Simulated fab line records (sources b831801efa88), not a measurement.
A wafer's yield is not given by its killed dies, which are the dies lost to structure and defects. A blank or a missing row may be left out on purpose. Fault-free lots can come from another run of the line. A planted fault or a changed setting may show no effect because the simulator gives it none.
A struck lot beside a sound one -- flow gf180mcu -- 14 steps out of a route of 602
Sound: the wafers L674.2, L674.4, L674.5. Struck: wafers L660.1, L660.5, L660.6. Last of all comes the cause.
For every step that has rows: the tool of each side, followed by ch and its chambers, followed by its first start. Under that, the readings that differ: sound wafers -- struck wafers -- difference of the means -- sigmas: that difference in standard deviations of wafers without a fault.
alike: a reading whose means differ by less than 2 such deviations, as well as words and numbers matching on both sides. not compared: withheld readings; readings where some wafer has no value; bounds like >300 that might hide an equal value; numbers whose values overlap and for which the record gives no deviation.
The two part at a step that has a row with sigmas, a row that says differs or no value, or rows on one side only. Numbers that have no deviation but don't overlap get no sigmas and don't part them. A reading missing from all wafers of one side parts the sides only when that side holds two or more wafers.

GF_V2_STRIP_18: strips in O2/N2.
  sound on plasmaAsher-01 ch 0,1, day 27 12:32; struck on plasmaAsher-04 ch 0,1, day 22 15:07
  alike: drypumpMotorCurrentA, heaterPowerW, oesProductAu
  not compared: rfHoursCounterH
then, 2 steps without rows for these wafers: GF_V2_STRIP_19 (strips in post etch residue remover, time 1200 s); GF_V2_CLEAN_20 (cleans in DIW).
GF_V2_SPUTTER_21: material Ti, target thk 15 nm, time 80.02 s.
  sound on pvdSputter-04, day 27 13:06; struck on pvdSputter-02, day 22 15:41
  alike: cathodeDcPowerW, chamberPressurePa, substrateTempC, throttleValvePct
GF_V2_SPUTTER_22: material TiN, target thk 10 nm, time 40 s.
  sound on pvdSputter-04, day 27 13:10; struck on pvdSputter-02, day 22 15:44
  alike: cathodeDcPowerW, chamberPressurePa, throttleValvePct
GF_V2_CVD_23: deposits W, target thk 350 nm, time 104.94 s.
  sound on cvdW-01 ch 0,1, day 27 13:12; struck on cvdW-01 ch 0,1, day 22 15:47
  alike: heaterPowerW
GF_V2_RS_MEAS_24: the measuring method here is four-point-probe.
  sound on filmMetro-02, day 27 13:20; struck on filmMetro-02, day 22 15:53
  alike: V2_W_RS
GF_V2_THK_MEAS_25: measures by xrf.
  sound on filmMetro-02, day 27 13:26; struck on filmMetro-02, day 22 16:01
  alike: V2_W_THK
GF_V2_CMP_26: polishes, stops on SiO2, t overpolish 15 s, target thk 0 nm.
  sound on cmp-02 ch 0,1,3, day 27 13:32; struck on cmp-01 ch 0,1, day 22 16:07
  alike: motorCurrentA, overpolishRunS, timeToEndpointS
then, 3 steps without rows for these wafers: GF_M3_SPUTTER_00 (material Ti, target thk 37.5 nm, time 150 s); GF_M3_SPUTTER_01 (material TiN, target thk 30 nm, time 25 s); GF_M3_SPUTTER_02 (material AlCu, target thk 450 nm, time 23.9 s).
GF_M3_SPUTTER_03: material Ti, target thk 10 nm, time 6.7 s.
  sound on pvdSputter-03, day 27 13:57; struck on pvdSputter-01, day 22 16:32
  no value came back on the struck wafers for cathodeDcPowerW (W), chamberPressurePa (Pa), substrateTempC (C), throttleValvePct (%); on the sound wafers cathodeDcPowerW (W) reads 3000.5 2999.6 2999.4
then, 1 step without rows for these wafers: GF_M3_SPUTTER_04 (material TiN, target thk 50 nm, time 41.7 s).

WHERE THEY PART
Within this record, at GF_M3_SPUTTER_03 only.

WHY: what the simulator had put in
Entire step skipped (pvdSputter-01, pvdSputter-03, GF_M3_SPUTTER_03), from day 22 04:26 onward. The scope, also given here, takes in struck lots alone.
